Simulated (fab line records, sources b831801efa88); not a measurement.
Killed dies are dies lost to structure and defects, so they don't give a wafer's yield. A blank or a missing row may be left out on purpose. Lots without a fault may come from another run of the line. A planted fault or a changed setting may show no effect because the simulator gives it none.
A struck lot beside a sound one | flow sky130 | 44 steps out of a route of 708
Sound: wafers L725.1, L725.5, L725.6. Struck: wafers L737.2, L737.5, L737.6. The cause comes at the end.
At each step with rows: each side's tool, then ch and its chambers, then its first start. Under that, the readings that differ: sound wafers | struck wafers | difference of the means | sigmas: that difference in standard deviations of wafers without a fault.
alike: readings whose means differ by less than 2 such deviations, and words and numbers that are the same on both sides. not compared: withheld readings, readings that some wafer has no value for, bounds like >300 that may hide the same value, and numbers for which the record gives no deviation and whose values overlap.
The two part at a step that has a row with sigmas, a row that says differs or no value, or rows on one side only. Numbers that don't overlap but have no deviation are shown without sigmas and don't part them. A reading that every wafer of one side lacks parts them only if that side has two wafers or more.

first, 2 steps without rows for these wafers: SKY_DNWELL_DEVELOP_06 (develop time 60 s); SKY_DNWELL_IMPLANT_07.
SKY_DNWELL_STRIP_08: strips in O2/N2.
  sound on plasma_asher-04 ch 0,1, day 4 12:38; struck on plasma_asher-03 ch 0,1, day 7 05:23
  alike: chamber_pressure_mTorr, drypump_motor_current_A, n2_flow_sccm, oes_product_au, strip_time_to_endpoint_s
  not compared: rf_hours_counter_h
SKY_DNWELL_TW_MEAS_09:
  sound on film_metro-04, day 4 12:44; struck on film_metro-02, day 7 05:30
  alike: DNWELL_TW
then, 7 steps without rows for these wafers: SKY_PWDE_DEHYDRATE_00 (time 60 s); SKY_PWDE_HMDS_01 (prime time 60 s); SKY_PWDE_COAT_02 (resist thk 3000 nm); SKY_PWDE_SOFTBAKE_03; SKY_PWDE_EXPOSE_04 (exposes mask PWDEM, target cd 840 nm); SKY_PWDE_PEB_05; SKY_PWDE_DEVELOP_06 (develop time 60 s).
SKY_PWDE_OVL_MEAS_07:
  sound on overlay-01, day 5 05:05; struck on overlay-02, day 8 01:02
  alike: PWDE_OVL
SKY_PWDE_IMPLANT_08:
  sound on implanter-02 ch 0, day 5 05:07; struck on implanter-02 ch 0, day 8 01:05
SKY_PWDE_STRIP_09: strips in O2/N2.
  sound on plasma_asher-03 ch 0,1, day 5 05:16; struck on plasma_asher-02 ch 0,1, day 8 01:13
  alike: chamber_pressure_mTorr, drypump_motor_current_A, n2_flow_sccm, oes_product_au, strip_time_to_endpoint_s
  not compared: rf_hours_counter_h
SKY_PWDE_TW_MEAS_10:
  sound on film_metro-04, day 5 05:22; struck on film_metro-01, day 8 01:20
  reading | sound       | struck      | difference | sigmas
  PWDE_TW | 377 378 379 | 368 366 368 | -11        | -2
then, 7 steps without rows for these wafers: SKY_NWELL_DEHYDRATE_03 (time 60 s); SKY_NWELL_HMDS_04 (prime time 60 s); SKY_NWELL_COAT_05 (resist thk 3000 nm); SKY_NWELL_SOFTBAKE_06; SKY_NWELL_EXPOSE_07 (exposes mask NWM, target cd 840 nm); SKY_NWELL_PEB_08; SKY_NWELL_DEVELOP_09 (develop time 60 s).
SKY_NWELL_OVL_MEAS_10:
  sound on overlay-01, day 5 23:13; struck on overlay-02, day 8 20:43
  alike: NWELL_00_OVL
then, 3 steps without rows for these wafers: SKY_NWELL_IMPLANT_11; SKY_NWELL_IMPLANT_12; SKY_NWELL_IMPLANT_13.
SKY_NWELL_STRIP_14: strips in O2/N2.
  sound on plasma_asher-01 ch 0,1, day 5 23:42; struck on plasma_asher-04 ch 0,1, day 8 21:12
  alike: chamber_pressure_mTorr, drypump_motor_current_A, n2_flow_sccm, oes_product_au, strip_time_to_endpoint_s
  not compared: rf_hours_counter_h
SKY_NWELL_TW_MEAS_15:
  sound on film_metro-01, day 5 23:48; struck on film_metro-04, day 8 21:19
  alike: NWELL_TW
then, 7 steps without rows for these wafers: SKY_NWELL_DEHYDRATE_16 (time 60 s); SKY_NWELL_HMDS_17 (prime time 60 s); SKY_NWELL_COAT_18 (resist thk 3000 nm); SKY_NWELL_SOFTBAKE_19; SKY_NWELL_EXPOSE_20 (exposes mask NWM COMPLEMENT, target cd 840 nm); SKY_NWELL_PEB_21; SKY_NWELL_DEVELOP_22 (develop time 60 s).
SKY_NWELL_OVL_MEAS_23:
  sound on overlay-01, day 6 18:26; struck on overlay-02, day 9 17:25
  alike: NWELL_01_OVL
then, 1 step without rows for these wafers: SKY_NWELL_IMPLANT_24.
SKY_NWELL_STRIP_25: strips in O2/N2.
  sound on plasma_asher-02 ch 0,1, day 6 18:37; struck on plasma_asher-04 ch 0,1, day 9 17:36
  reading                      | sound             | struck            | difference | sigmas
  strip_time_to_endpoint_s (s) | 36.88 36.93 36.88 | 37.14 37.10 37.13 | +0.23      | +3
  alike: chamber_pressure_mTorr, drypump_motor_current_A, n2_flow_sccm, oes_product_au
  not compared: rf_hours_counter_h
SKY_NWELL_TW_MEAS_26:
  sound on film_metro-04, day 6 18:43; struck on film_metro-02, day 9 17:43
  reading    | sound       | struck      | difference | sigmas
  NWELL_2_TW | 505 505 506 | 491 490 488 | -16        | -2
then, 1 step without rows for these wafers: SKY_NWELL_CLEAN_27 (cleans in SC1/SC2, time 150 s).
SKY_NWELL_RTA_28: time 30 s.
  sound on rtp_anneal-01 ch 0, day 6 18:50; struck on rtp_anneal-01 ch 0, day 9 17:50
  alike: anneal_temp_c_max, lamp_power_pct, wafer_temp_C_max
SKY_NWELL_RS_MEAS_29: measures by four-point-probe.
  sound on film_metro-01, day 6 18:56; struck on film_metro-01, day 9 17:56
  alike: NWELL_RS
SKY_NWELL_RS_MEAS_31: measures by four-point-probe.
  sound on film_metro-01, day 6 19:10; struck on film_metro-01, day 9 18:10
  reading          | sound          | struck         | difference | sigmas
  PWDE_RS (ohm/sq) | 5275 5278 5271 | 5325 5352 5323 | +59        | +4
-- the record jumps here: 40 days lie between the struck wafers' starts before and after (it left off in module NWELL and takes up again in module PAD_OPEN, whose first step shown is number 708 of the route) --
SKY_PAD_OPEN_PROBE_99:
  sound on prober-02, day 47 03:11; struck on prober-02, day 49 18:03
  alike: killed_at_M0_to_M3, killed_at_M4_up, killed_at_contacts, killed_at_front_end, killed_at_other, killed_dies, killed_open, killed_short

WHERE THEY PART
First at SKY_PWDE_TW_MEAS_10; last, within this record, at SKY_NWELL_RS_MEAS_31. Later steps at which nothing parts them and some readings are alike: SKY_PAD_OPEN_PROBE_99.

WHY: what the simulator had put in
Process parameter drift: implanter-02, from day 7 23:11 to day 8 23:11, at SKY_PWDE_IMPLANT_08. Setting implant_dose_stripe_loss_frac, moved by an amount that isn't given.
